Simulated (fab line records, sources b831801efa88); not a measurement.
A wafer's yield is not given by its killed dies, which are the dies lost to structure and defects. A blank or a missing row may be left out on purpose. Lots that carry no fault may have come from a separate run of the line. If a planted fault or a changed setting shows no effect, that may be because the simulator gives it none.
fab line records + flow sky130
record
- lots=4
- wafers=12
- last_day=50
route steps=708 shown GATE_OXIDE@192 POLY_GATE@204 RES_PROTECT@206 PAD_OPEN@708
lots that met no fault: from a run of the same line without faults
start_h: the number of hours between the record's first day and the start of the first shown wafer of the lot + wait_h: hours since the lot's step before + " as in the row above + L1.1+2: one row covering several wafers at once + - no value, or no start was given + * or withheld: withheld + < > ~ a bound
route shown NAME@n: NAME is a module with steps in the file, n the number in the route of the first one + usual: average and standard deviation across the fault-free wafers + same: alike in all rows + chamber/n: place in a boat + sites: readings site by site + _std_site: standard deviation of those values + _edge_site: inner sites' mean taken away from outer sites' mean + radius_mm: how far each site lies from the wafer's centre + mask NAME#n: copy n + behind: the last tool/chamber to shape the wafer + hold: why the lot went on hold/how many hours it stayed there/how the hold came to an end + device: the n, p or np transistor that did not switch + end of line: the same wafers' tests at the end of the route + where a step has no rows: the recipe by itself + killed: not the wafer's yield, but the dies lost to structure and defects at the first sort + map: the dies of a wafer, with x for killed, . for not killed, _ for no die there
set.NAME: setting as actually run; set.NAME@STEP: the setting as run at that earlier step + model.NAME: the simulator's own value behind a step, which no gauge read
certain route steps with their lots: each step a table, each wafer a row
services: the hour from which a tool's chamber was out of use, counted from the record's first day as start_h (under 0 if before that day), plus the number of hours and why
## steps
# step SKY_GATE_OXIDE_COAT_05
# recipe
- resist=NOVOLAK
- spin_rpm=3000
- resist_thk_nm=1140
# step SKY_GATE_OXIDE_SOFTBAKE_06
# recipe
- temp_c=90
- time_s=60
- resist=NOVOLAK
# step SKY_GATE_OXIDE_EXPOSE_07
# recipe
- mask_id=LVOM
- na=0.6
- source_shape=conventional
- sigma_outer=0.6
- polarization=unpolarized
- target_cd_nm=600
- dose_mj=170
# step SKY_GATE_OXIDE_PEB_08
# recipe
- temp_c=withheld
- time_s=*
- resist=NOVOLAK
# step SKY_GATE_OXIDE_DEVELOP_09
# recipe
- resist=NOVOLAK
- developer=TMAH
- develop_time_s=60
- dev_temp_c=23
# step SKY_GATE_OXIDE_IMPLANT_11
# recipe
- species=B
- energy_kev=10
- dose_cm2=2.655e+12
- tilt_deg=withheld
# step SKY_GATE_OXIDE_WET_ETCH_12
# recipe
- chemistry=dHF
- target_depth_nm=16.8
- dry=n2_spin
- target=SiO2
- dilution=100:1
- temp_c=25
- time_s=336
# step SKY_GATE_OXIDE_STRIP_13
# recipe
- chemistry=O2/N2
- power_w=1400
- pressure_mtorr=1500
- platen_temp_c=withheld
- o2_flow_sccm=3000
- n2_flow_sccm=300
- overash_fraction=0.5
# step SKY_GATE_OXIDE_CLEAN_15
# recipe
- chemistry=SC1/SC2
- mix=1:4:20
- temp_c=70
- time_s=150
- dry=n2_spin
# step SKY_GATE_OXIDE_OXIDATION_16
# recipe
- temp_c=800
- ambient=O2
- idle_temp_c=700
- ramp_up_c_per_min=10
- ramp_down_c_per_min=3
- stabilise_s=600
- purge_s=300
- target_thk_a=35.7
- ox_time_s=1915
# step SKY_POLY_GATE_CVD_00
# recipe
- material=poly-Si
- target_thk_nm=180
- temp_c=620
- time_s=720
- pressure_mtorr=200
# usual
- spike_tc_bottom_C=637.6/1.9
- spike_tc_centre_C=620.4/1.2
- spike_tc_lower_C=621.3/1.1
- spike_tc_top_C=638.9/1.1
- spike_tc_upper_C=619.6/1.6
- susceptor_temp_C=620.02/0.25
| lot.wafer | tool     | chamber | start_h | wait_h | spike_tc_bottom_C | spike_tc_centre_C | spike_tc_lower_C | spike_tc_top_C | spike_tc_upper_C | susceptor_temp_C | model.poly-Si_of_POLY_GATE_CVD_00.thk_nm |
|-----------|----------|---------|---------|--------|-------------------|-------------------|------------------|----------------|------------------|------------------|------------------------------------------|
| L158.3    | lpcvd-01 | 0       | 309.23  | 0.0    | 636.1             | 620.6             | 621.1            | 640.9          | 620.1            | 620.39           | 183.8                                    |
| L158.5    | "        | 0       | "       | "      | 634.4             | 620.5             | 620.7            | 639.2          | 620.0            | 620.03           | 185.4                                    |
| L158.6    | "        | 0       | "       | "      | 634.4             | 618.0             | 619.5            | 640.7          | 620.2            | 619.94           | 185.2                                    |
| L170.1    | lpcvd-01 | 1       | 418.69  | 0.0    | 629.8             | 610.0             | 610.4            | 628.2          | 610.1            | 610.11           | 144.8                                    |
| L170.2    | "        | 1       | "       | "      | 628.7             | 611.9             | 612.4            | 627.4          | 609.7            | 610.16           | 142.9                                    |
| L170.4    | "        | 1       | "       | "      | 628.4             | 609.8             | 612.4            | 628.7          | 609.2            | 610.18           | 143.3                                    |
| L171.1    | lpcvd-01 | 0       | 438.73  | 0.0    | 626.1             | 610.5             | 610.0            | 628.6          | 612.5            | 610.41           | 142.9                                    |
| L171.4    | "        | 0       | "       | "      | 625.3             | 609.6             | 609.6            | 630.0          | 610.0            | 610.40           | 142.9                                    |
| L171.5    | "        | 0       | "       | "      | 625.9             | 608.6             | 610.9            | 628.1          | 610.1            | 610.28           | 142.1                                    |
| L179.2    | lpcvd-01 | 1       | 494.39  | 0.0    | 637.8             | 621.0             | 622.3            | 638.0          | 619.5            | 620.10           | 178.9                                    |
| L179.4    | "        | 1       | "       | "      | 637.7             | 620.4             | 621.5            | 638.4          | 618.1            | 619.87           | 179.8                                    |
| L179.5    | "        | 1       | "       | "      | 638.5             | 618.2             | 621.9            | 638.4          | 617.0            | 620.25           | 178.8                                    |
# step SKY_POLY_GATE_THK_MEAS_01
# recipe
- reads=poly-Si_of_POLY_GATE_CVD_00
# usual
- POLY_GATE_CVD_00_THK=180.6/1.6
| lot.wafer | tool          | chamber | start_h | wait_h | POLY_GATE_CVD_00_THK[nm] |
|-----------|---------------|---------|---------|--------|--------------------------|
| L158.3    | film_metro-03 | -       | 310.45  | 0.0    | 183.9                    |
| L158.5    | "             | -       | "       | "      | 185.4                    |
| L158.6    | "             | -       | "       | "      | 185.3                    |
| L170.1    | film_metro-02 | -       | 419.89  | 0.0    | 144.8                    |
| L170.2    | "             | -       | "       | "      | 142.8                    |
| L170.4    | "             | -       | "       | "      | 143.4                    |
| L171.1    | film_metro-02 | -       | 439.93  | 0.0    | 142.8                    |
| L171.4    | "             | -       | "       | "      | 142.9                    |
| L171.5    | "             | -       | "       | "      | 142.2                    |
| L179.2    | film_metro-03 | -       | 495.60  | 0.0    | 178.7                    |
| L179.4    | "             | -       | "       | "      | 179.7                    |
| L179.5    | "             | -       | "       | "      | 178.9                    |
# step SKY_RES_PROTECT_DEHYDRATE_00
# recipe
- temp_c=200
- time_s=60
# step SKY_RES_PROTECT_HMDS_01
# recipe
- prime_time_s=60
- prime_temp_c=120
# step SKY_RES_PROTECT_COAT_02
# recipe
- resist=NOVOLAK
- spin_rpm=3000
- resist_thk_nm=1140
# step SKY_RES_PROTECT_SOFTBAKE_03
# recipe
- temp_c=90
- time_s=60
- resist=NOVOLAK
# step SKY_RES_PROTECT_EXPOSE_04
# recipe
- mask_id=RPM
- na=0.6
- source_shape=conventional
- sigma_outer=0.6
- polarization=unpolarized
- target_cd_nm=1270
- dose_mj=131
# step SKY_RES_PROTECT_PEB_05
# recipe
- temp_c=withheld
- time_s=*
- resist=NOVOLAK
# step SKY_RES_PROTECT_DEVELOP_06
# recipe
- resist=NOVOLAK
- developer=TMAH
- develop_time_s=60
- dev_temp_c=23
# step SKY_POLY_GATE_IMPLANT_02
# recipe
- species=P
- energy_kev=30
- dose_cm2=7.7e+15
- tilt_deg=0
# step SKY_RES_PROTECT_STRIP_07
# recipe
- chemistry=O2/N2
- power_w=1400
- pressure_mtorr=1500
- platen_temp_c=withheld
- o2_flow_sccm=3000
- n2_flow_sccm=300
- overash_fraction=0.5
# step SKY_RES_PROTECT_CLEAN_09
# recipe
- chemistry=SC1/SC2
- mix=1:4:20
- temp_c=70
- time_s=150
- dry=n2_spin
# usual
- bath_guard_temp_C=69.8/0.39
- temp_c=70.00/0.13
| lot.wafer | tool         | chamber | start_h | wait_h | bath_guard_temp_C | temp_c | model.poly-Si_of_POLY_GATE_CVD_00.thk_nm |
|-----------|--------------|---------|---------|--------|-------------------|--------|------------------------------------------|
| L158.3    | wet_bench-04 | 1       | 336.79  | 0.0    | 69.1              | 69.96  | 183.2                                    |
| L158.5    | "            | 1       | "       | "      | 69.6              | 70.05  | 184.8                                    |
| L158.6    | "            | 1       | "       | "      | 69.7              | 69.73  | 184.6                                    |
| L170.1    | wet_bench-04 | 3       | 451.21  | 0.1    | 69.5              | 70.09  | 144.1                                    |
| L170.2    | "            | 3       | "       | "      | 69.5              | 70.14  | 142.2                                    |
| L170.4    | "            | 3       | "       | "      | 69.4              | 70.15  | 142.6                                    |
| L171.1    | wet_bench-02 | 2       | 471.25  | 0.1    | 70.4              | 69.86  | 142.2                                    |
| L171.4    | "            | 2       | "       | "      | 70.6              | 69.64  | 142.3                                    |
| L171.5    | "            | 2       | "       | "      | 70.3              | 69.71  | 141.5                                    |
| L179.2    | wet_bench-03 | 3       | 526.01  | 0.0    | 69.5              | 70.27  | 178.3                                    |
| L179.4    | "            | 3       | "       | "      | 69.6              | 70.20  | 179.1                                    |
| L179.5    | "            | 3       | "       | "      | 69.5              | 70.11  | 178.2                                    |
# step SKY_POLY_GATE_CVD_03
# recipe
- material=Si3N4
- precursor=DCS/NH3
- target_thk_nm=75
- temp_c=770
- time_s=1290
- pressure_mtorr=250
# step SKY_POLY_GATE_DEHYDRATE_05
# recipe
- temp_c=200
- time_s=60
# step SKY_POLY_GATE_HMDS_06
# recipe
- prime_time_s=60
- prime_temp_c=120
# step SKY_POLY_GATE_COAT_07
# recipe
- resist=BARC
- temp_c=withheld
- time_s=withheld
- spin_rpm=3000
- resist_thk_nm=110
# step SKY_POLY_GATE_COAT_08
# recipe
- resist=KrF-thick
- spin_rpm=3000
- resist_thk_nm=450
# step SKY_POLY_GATE_SOFTBAKE_09
# recipe
- temp_c=100
- time_s=90
- resist=KrF-thick
# step SKY_POLY_GATE_EXPOSE_10
# recipe
- mask_id=P1M
- na=0.68
- source_shape=conventional
- sigma_outer=0.6
- target_cd_nm=150
- dose_mj=28
# step SKY_POLY_GATE_PEB_11
# recipe
- peb_temp_c=withheld
- peb_time_s=withheld
- resist=KrF-thick
# step SKY_POLY_GATE_DEVELOP_12
# recipe
- develop_time_s=60
- resist=KrF-thick
- dev_temp_c=22.08
# step SKY_POLY_GATE_ETCH_15
# recipe
- chemistry=N2/H2
- target=BARC
- ion_energy_ev=200
- source_w=500
- bias_w=100
- pressure_mtorr=30
- n2_flow_sccm=100
- h2_flow_sccm=200
- stop_on=SiO2
- time_s=118.5
- target_depth_a=1100
# step SKY_POLY_GATE_ETCH_16
# recipe
- stop_on=poly-Si
- chemistry=CH3F/O2
- target=Si3N4
- source_w=400
- bias_w=80
- pressure_mtorr=25
- ch3f_flow_sccm=40
- O2_flow_sccm=30
- time_s=147.5
- target_depth_a=750
# step SKY_POLY_GATE_ETCH_17
# recipe
- target_depth_nm=180
- stop_on=SiO2
- over_etch_frac=0.56667
- chemistry=HBr/Cl2
- target=poly-Si
- icp_w=400
- bias_w=100
- pressure_mtorr=10
- HBr_flow_sccm=150
- Cl2_flow_sccm=50
- time_s=70.5
# usual
- HBr_flow_sccm=150.0/0.46
- drypump_motor_current_A=5.6/0.46
- oes_product_au=0.989/0.006
- throttle_valve_pct=33.684/0.0095
| lot.wafer | tool      | chamber | start_h | wait_h | HBr_flow_sccm | drypump_motor_current_A | oes_product_au | rf_hours_counter_h | throttle_valve_pct | model.POLY_GATE.feature_depth_nm | model.etch.depth_nm |
|-----------|-----------|---------|---------|--------|---------------|-------------------------|----------------|--------------------|--------------------|----------------------------------|---------------------|
| L158.3    | rie_si-02 | 0       | 367.05  | 0.0    | 150.5         | 5.3                     | 0.989          | 55                 | 33.686             | 180.4                            | 180.4               |
| L158.5    | "         | 3       | "       | "      | 149.5         | 5.3                     | 0.987          | -                  | 33.692             | 179.6                            | 179.6               |
| L158.6    | "         | 2       | "       | "      | 149.8         | 6.4                     | 0.984          | -                  | 33.681             | 179.9                            | 179.9               |
| L170.1    | rie_si-01 | 2       | 483.27  | 0.0    | 150.4         | 5.3                     | 0.859          | 3                  | 33.673             | 144.1                            | 144.1               |
| L170.2    | "         | 0       | "       | "      | 150.1         | 5.2                     | 0.844          | 5                  | 33.684             | 142.2                            | 142.2               |
| L170.4    | "         | 0       | "       | "      | 150.1         | 5.2                     | 0.845          | -                  | 33.677             | 142.6                            | 142.6               |
| L171.1    | rie_si-02 | 2       | 503.82  | 0.0    | 150.0         | 6.4                     | 0.857          | 2                  | 33.684             | 142.2                            | 142.2               |
| L171.4    | "         | 2       | "       | "      | 150.4         | 6.4                     | 0.846          | -                  | 33.684             | 142.3                            | 142.3               |
| L171.5    | "         | 3       | "       | "      | 149.5         | 5.3                     | 0.841          | -                  | 33.681             | 141.5                            | 141.5               |
| L179.2    | rie_si-01 | 0       | 562.69  | 0.0    | 149.7         | 5.2                     | 0.975          | 5                  | 33.704             | 178.3                            | 178.3               |
| L179.4    | "         | 2       | "       | "      | 149.8         | 5.3                     | 0.993          | -                  | 33.692             | 179.1                            | 179.1               |
| L179.5    | "         | 0       | "       | "      | 149.9         | 5.2                     | 0.979          | -                  | 33.690             | 178.2                            | 178.2               |
# step SKY_POLY_GATE_STRIP_18
# recipe
- chemistry=O2/N2
- power_w=1400
- pressure_mtorr=1500
- platen_temp_c=withheld
- o2_flow_sccm=3000
- n2_flow_sccm=300
- overash_fraction=0.5
# step SKY_PAD_OPEN_PROBE_99
# usual
- killed_at_M0_to_M3=43/6.9
- killed_at_M4_up=3.0/1.8
- killed_at_contacts=24/4.8
- killed_at_front_end=15/4.5
- killed_at_other=0.4/0.67
- killed_dies=86/9.2
- killed_open=46/6.9
- killed_short=39/6
# same
- gross_dies=492
- killed_at_back_side=0
| lot.wafer | tool      | chamber | start_h | wait_h | killed_at_M0_to_M3 | killed_at_M4_up | killed_at_contacts | killed_at_front_end | killed_at_other | killed_dies | killed_open | killed_short | model.etest.res_high_po.line_ohm_um | model.etest.res_poly.line_ohm_um | model.etest.res_high_po.rs_ohm_sq | model.etest.res_poly.rs_ohm_sq | model.etest.cap_li_to_poly.c_af_um2 | model.etest.tip_n.rs_ohm_sq |
|-----------|-----------|---------|---------|--------|--------------------|-----------------|--------------------|---------------------|-----------------|-------------|-------------|--------------|-------------------------------------|----------------------------------|-----------------------------------|--------------------------------|-------------------------------------|-----------------------------|
| L158.3    | prober-02 | -       | 1075.65 | 0.2    | 35                 | 8               | 26                 | 8                   | 0               | 77          | 43          | 34           | 725.2                               | 505.1                            | 252.6                             | 46.52                          | 102.8                               | 438.9                       |
| L158.5    | prober-02 | -       | 1075.75 | 0.2    | 57                 | 0               | 27                 | 11                  | 0               | 95          | 50          | 45           | 714.2                               | 499.1                            | 253.9                             | 46.53                          | 104.7                               | 446.6                       |
| L158.6    | prober-02 | -       | 1075.80 | 0.2    | 35                 | 1               | 27                 | 14                  | 0               | 77          | 39          | 38           | 728.3                               | 515.3                            | 257.1                             | 47.09                          | 100.4                               | 443.9                       |
| L170.1    | prober-02 | -       | 1153.92 | 0.1    | 46                 | 3               | 31                 | 15                  | 0               | 95          | 51          | 43           | 907.8                               | 635.3                            | 313.5                             | 59.22                          | 90.34                               | 442                         |
| L170.2    | prober-02 | -       | 1153.97 | 0.1    | 41                 | 3               | 19                 | 13                  | 1               | 77          | 38          | 38           | 897.9                               | 640.6                            | 312.4                             | 59.04                          | 92.44                               | 439.9                       |
| L170.4    | prober-02 | -       | 1154.07 | 0.2    | 57                 | 5               | 32                 | 18                  | 0               | 112         | 54          | 57           | 911.1                               | 634.9                            | 317.2                             | 59.64                          | 89.52                               | 441.8                       |
| L171.1    | prober-01 | -       | 1165.77 | 0.1    | 44                 | 2               | 30                 | 13                  | 2               | 91          | 43          | 46           | 920.8                               | 633.3                            | 318.3                             | 59.25                          | 91.36                               | 443.5                       |
| L171.4    | prober-01 | -       | 1165.92 | 0.2    | 43                 | 3               | 27                 | 16                  | 0               | 89          | 44          | 45           | 952.2                               | 652                              | 329.3                             | 60.68                          | 91.6                                | 441                         |
| L171.5    | prober-01 | -       | 1165.97 | 0.2    | 41                 | 3               | 24                 | 16                  | 0               | 84          | 50          | 34           | 926.7                               | 656.5                            | 322.3                             | 60.02                          | 89.83                               | 443.2                       |
| L179.2    | prober-02 | -       | 1198.39 | 0.1    | 33                 | 5               | 19                 | 13                  | 1               | 71          | 41          | 30           | 761.5                               | 525.9                            | 261.5                             | 48.4                           | 99.37                               | 444.4                       |
| L179.4    | prober-02 | -       | 1198.49 | 0.2    | 28                 | 2               | 23                 | 11                  | 0               | 64          | 42          | 22           | 733.2                               | 526.7                            | 254.4                             | 47.17                          | 100.7                               | 445.3                       |
| L179.5    | prober-02 | -       | 1198.54 | 0.2    | 42                 | 5               | 22                 | 20                  | 3               | 92          | 41          | 48           | 751.1                               | 530                              | 263                               | 48.74                          | 95.88                               | 442.6                       |
# killed by level:class
L158.3 CONTACT:geometric_particle:open=11 VIA1:geometric_particle:open=10 LI_CONTACT:geometric_particle:open=5 CONTACT:geometric_particle:short=5 VIA2:geometric_particle:short=5 VIA2:geometric_particle:open=5 METAL4:geometric_particle:short=5 POLY_GATE:geometric_particle:short=4
L158.5 VIA1:geometric_particle:open=11 CONTACT:geometric_particle:open=11 METAL1:geometric_particle:short=11 VIA3:geometric_particle:open=10 LOCAL_INTERCONNECT:geometric_particle:short=7 METAL2:geometric_particle:short=7 LI_CONTACT:geometric_particle:open=4 VIA2:geometric_particle:open=4
L158.6 VIA1:geometric_particle:open=7 VIA3:geometric_particle:open=7 LI_CONTACT:geometric_particle:open=6 LI_CONTACT:geometric_particle:short=6 CONTACT:geometric_particle:short=6 CONTACT:geometric_particle:open=5 VIA1:geometric_particle:short=5 VIA2:geometric_particle:open=5
L170.1 VIA1:geometric_particle:open=12 CONTACT:geometric_particle:open=12 VIA3:geometric_particle:open=11 CONTACT:geometric_particle:short=7 LOCAL_INTERCONNECT:geometric_particle:short=6 POLY_GATE:geometric_particle:open=5 POLY_GATE:geometric_particle:short=5 METAL2:geometric_particle:short=5
L170.2 VIA1:geometric_particle:open=9 VIA2:geometric_particle:open=7 LOCAL_INTERCONNECT:geometric_particle:short=6 VIA3:geometric_particle:open=6 METAL1:geometric_particle:short=5 METAL2:geometric_particle:short=5 FIELD_ISO:geometric_particle:short=4 VIA1:geometric_particle:short=4
L170.4 VIA1:geometric_particle:open=17 CONTACT:geometric_particle:open=14 METAL2:geometric_particle:short=11 CONTACT:geometric_particle:short=8 VIA3:geometric_particle:short=6 VIA3:geometric_particle:open=5 LOCAL_INTERCONNECT:geometric_particle:short=5 METAL1:geometric_particle:short=5
L171.1 LOCAL_INTERCONNECT:geometric_particle:short=8 CONTACT:geometric_particle:open=7 METAL1:geometric_particle:short=7 VIA1:geometric_particle:open=7 VIA2:geometric_particle:open=7 LI_CONTACT:geometric_particle:short=6 LI_CONTACT:geometric_particle:open=5 VIA3:geometric_particle:open=5
L171.4 VIA1:geometric_particle:open=9 CONTACT:geometric_particle:open=9 LI_CONTACT:geometric_particle:open=8 METAL1:geometric_particle:short=6 VIA3:geometric_particle:open=6 LI_CONTACT:geometric_particle:short=5 POLY_GATE:geometric_particle:open=4 VIA1:geometric_particle:short=4
L171.5 LI_CONTACT:geometric_particle:open=8 VIA3:geometric_particle:open=8 VIA1:geometric_particle:open=8 CONTACT:geometric_particle:open=7 FIELD_ISO:geometric_particle:open=6 VIA1:geometric_particle:short=5 METAL2:geometric_particle:short=5 VIA2:geometric_particle:open=5
L179.2 VIA1:geometric_particle:open=10 LI_CONTACT:geometric_particle:open=6 VIA2:geometric_particle:open=6 CONTACT:geometric_particle:open=5 METAL2:geometric_particle:short=5 FIELD_ISO:geometric_particle:open=4 FIELD_ISO:geometric_particle:short=4 METAL1:geometric_particle:short=4
L179.4 CONTACT:geometric_particle:open=9 LI_CONTACT:geometric_particle:open=9 VIA1:geometric_particle:open=8 POLY_GATE:geometric_particle:open=5 VIA3:geometric_particle:open=5 METAL2:geometric_particle:short=4 VIA1:geometric_particle:short=4 FIELD_ISO:geometric_particle:short=3
L179.5 METAL2:geometric_particle:short=8 VIA2:geometric_particle:open=8 LOCAL_INTERCONNECT:geometric_particle:short=7 FIELD_ISO:geometric_particle:short=6 FIELD_ISO:geometric_particle:open=5 VIA1:geometric_particle:short=5 VIA1:geometric_particle:open=5 LI_CONTACT:geometric_particle:open=4
## services
| tool         | chamber | start_h | hours | kind           |
|--------------|---------|---------|-------|----------------|
| rie_si-02    | 0       | 311.70  | 6.5   | repair         |
| rie_si-01    | 1       | 345.35  | 15.9  | repair         |
| rie_si-02    | 2       | 350.67  | 8.6   | repair         |
| rie_si-01    | 2       | 426.25  | 4.3   | repair         |
| wet_bench-03 | -       | 428.80  | 1.3   | repair         |
| rie_si-02    | 3       | 467.55  | 4.8   | repair         |
| rie_si-01    | -       | 468.08  | 4.3   | pm             |
| rie_si-01    | 1       | 474.15  | 18.4  | repair         |
| wet_bench-02 | -       | 492.66  | 4.1   | repair         |
| rie_si-02    | 0       | 494.75  | -     | clean          |
| rie_si-02    | 0       | 494.75  | 19.3  | scheduled_down |
| rie_si-02    | 0       | 494.75  | 19.3  | vent_cycle     |
| rie_si-02    | 1       | 520.48  | 7.3   | repair         |
| rie_si-01    | 1       | 533.92  | 3.3   | repair         |
| wet_bench-02 | -       | 535.22  | 8.7   | repair         |
| rie_si-01    | 1       | 549.97  | 37.4  | repair         |
| rie_si-01    | 3       | 555.13  | 24.5  | repair         |
## key
first_sign
- step=SKY_POLY_GATE_CVD_00
- reading=susceptor_temp_C
- direction=down
- sigmas=39
- usual=*
- struck=*
effect
- step=SKY_POLY_GATE_CVD_00
- reading=spike_tc_top_C
- direction=down
- sigmas=9.3
- usual=638.9
- struck=628.5
effect
- step=SKY_POLY_GATE_THK_MEAS_01
- reading=POLY_GATE_CVD_00_THK
- direction=down
- sigmas=24
- usual=180.6
- struck=143.1
effect
- step=SKY_POLY_GATE_ETCH_17
- reading=oes_product_au
- direction=down
- sigmas=24
- usual=0.989
- struck=0.849
model_effect
- step=SKY_POLY_GATE_CVD_00
- value=poly-Si_of_POLY_GATE_CVD_00.thk_nm
- without=180.7
- struck=143.1
model_effect
- step=SKY_RES_PROTECT_CLEAN_09
- value=poly-Si_of_POLY_GATE_CVD_00.thk_nm
- without=180.1
- struck=142.5
model_effect
- step=SKY_POLY_GATE_ETCH_17
- value=POLY_GATE.feature_depth_nm
- without=179.1
- struck=142.5
model_effect
- step=SKY_PAD_OPEN_PROBE_99
- value=etest.res_high_po.line_ohm_um
- without=744
- struck=919.4
met_at SKY_POLY_GATE_CVD_00
struck_wafers L170.1,L170.2,L170.4,L171.1,L171.4,L171.5
tester_left_out L170,L171
onset_between 309.23 418.69
fault
- kind=process_parameter_drift
- tool=lpcvd-01
- chamber=-
- onset_h=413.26
- steps=SKY_POLY_GATE_CVD_00
- channel=temp_c
- offset=*
- shape=step
- end_h=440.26
- stated=*
# tester_left_out: of these lots the tester's yield and bins aren't shown, on N5 and GAA mostly nor the transistor test; their killed dies are dies lost to structure and defects alone, not to doping, threshold or leakage, so they don't give the yield
